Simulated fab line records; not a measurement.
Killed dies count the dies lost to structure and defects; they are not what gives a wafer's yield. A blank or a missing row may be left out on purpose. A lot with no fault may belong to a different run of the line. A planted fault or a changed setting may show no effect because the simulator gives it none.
Tool commonality check + flow gf180mcu + Sampled: 12 lots, 42 wafers

WHY THIS WAS OPENED
GF_VT_IMPLANT_RS_MEAS_48, reading LVPWELL_RS: flagged on 2 of 12 lots. Fault-free wafers read 1195.6 ohm/sq, with a standard deviation of 3.
Rule: a lot gets a flag if all its wafers with a number sit over 4 standard deviations from that mean, or if no wafer of it has a number. All remaining lots are regarded as sound.

| lot  | measured     | on            | LVPWELL_RS (ohm/sq), wafer by wafer       | flag    |
|------|--------------|---------------|-------------------------------------------|---------|
| L518 | day 7 21:00  | film-metro-04 | 1200.0 1201.0 1201.7                      |         |
| L519 | day 8 01:30  | film-metro-03 | 1198.4 1195.5 1193.7                      |         |
| L520 | day 8 05:12  | film-metro-03 | 1198.5 1197.6 1201.8                      |         |
| L521 | day 8 20:25  | film-metro-03 | 1198.1 1195.2 1199.6                      |         |
| L522 | day 8 20:43  | film-metro-01 | 1193.7 1194.4 1192.3                      |         |
| L523 | day 9 01:44  | film-metro-04 | 1195.9 1196.9 1195.0                      |         |
| L524 | day 9 07:05  | film-metro-01 | 1199.2 1193.4 1195.8                      |         |
| L525 | day 9 10:34  | film-metro-04 | 1190.3 1193.4 1189.6                      |         |
| L526 | day 9 20:59  | film-metro-04 | 1194.9 1190.9 1191.3                      |         |
| L527 | day 10 01:05 | film-metro-04 | 1195.2 1198.2 1196.9                      |         |
| L534 | day 12 02:20 | film-metro-03 | 1246.4 1251.2 1247.0 1247.5 1251.0 1251.7 | FLAGGED |
| L537 | day 12 23:09 | film-metro-04 | 1255.2 1255.6 1255.5 1251.3 1253.7 1253.2 | FLAGGED |
The mean of the flagged lots' numbers is 1251.6 ohm/sq, +56.0 ohm/sq from the usual (+19 standard deviations).

WHICH TOOL RAN EACH LOT
The record keeps 1 process step preceding the reading, out of 602 steps on the route. Cell contents, in order: the tool; ch with the chambers the sampled wafers went through; the start.
| lot  | flag    | GF_LVPWELL_IMPLANT_08          |
|------|---------|--------------------------------|
| L518 |         | implanter-01 ch 0, day 4 02:19 |
| L519 |         | implanter-03 ch 0, day 4 06:59 |
| L520 |         | implanter-03 ch 0, day 4 10:41 |
| L521 |         | implanter-03 ch 0, day 4 22:56 |
| L522 |         | implanter-04 ch 0, day 4 23:17 |
| L523 |         | implanter-03 ch 0, day 5 01:44 |
| L524 |         | implanter-04 ch 0, day 5 08:00 |
| L525 |         | implanter-04 ch 0, day 5 11:39 |
| L526 |         | implanter-04 ch 0, day 5 19:47 |
| L527 |         | implanter-04 ch 0, day 5 23:29 |
| L534 | FLAGGED | implanter-04 ch 0, day 7 14:16 |
| L537 | FLAGGED | implanter-04 ch 0, day 8 08:30 |
What is done by these steps:
- GF_LVPWELL_IMPLANT_08
- GF_VT_IMPLANT_RS_MEAS_48: measures by four-point-probe.

FLAGGED OVER TOTAL, TOOL BY TOOL (the gauges that took the reading come last)
| step                     | tool          | lots run | flagged | share of the flagged lots | sound lots run after its first flagged lot |
|--------------------------|---------------|----------|---------|---------------------------|--------------------------------------------|
| GF_LVPWELL_IMPLANT_08    | implanter-01  | 1        | 0       | none                      | -                                          |
| GF_LVPWELL_IMPLANT_08    | implanter-03  | 4        | 0       | none                      | -                                          |
| GF_LVPWELL_IMPLANT_08    | implanter-04  | 7        | 2       | all                       | 0                                          |
| GF_VT_IMPLANT_RS_MEAS_48 | film-metro-01 | 2        | 0       | none                      | -                                          |
| GF_VT_IMPLANT_RS_MEAS_48 | film-metro-03 | 4        | 1       | some                      | 0                                          |
| GF_VT_IMPLANT_RS_MEAS_48 | film-metro-04 | 6        | 1       | some                      | 0                                          |

WHAT IS ALLOWED BY THE TABLE
All flagged lots share 1 row of the table, namely implanter-04 at GF_LVPWELL_IMPLANT_08.
- implanter-04 at GF_LVPWELL_IMPLANT_08: 2 of its 7 lots flagged. A fault beginning between L527 (day 5 23:29), its last sound lot, and L534 (day 7 14:16), its first flagged one, fits the data.
Left over: one tool, implanter-04 at GF_LVPWELL_IMPLANT_08.

WHAT THE SIMULATOR HAD INSERTED
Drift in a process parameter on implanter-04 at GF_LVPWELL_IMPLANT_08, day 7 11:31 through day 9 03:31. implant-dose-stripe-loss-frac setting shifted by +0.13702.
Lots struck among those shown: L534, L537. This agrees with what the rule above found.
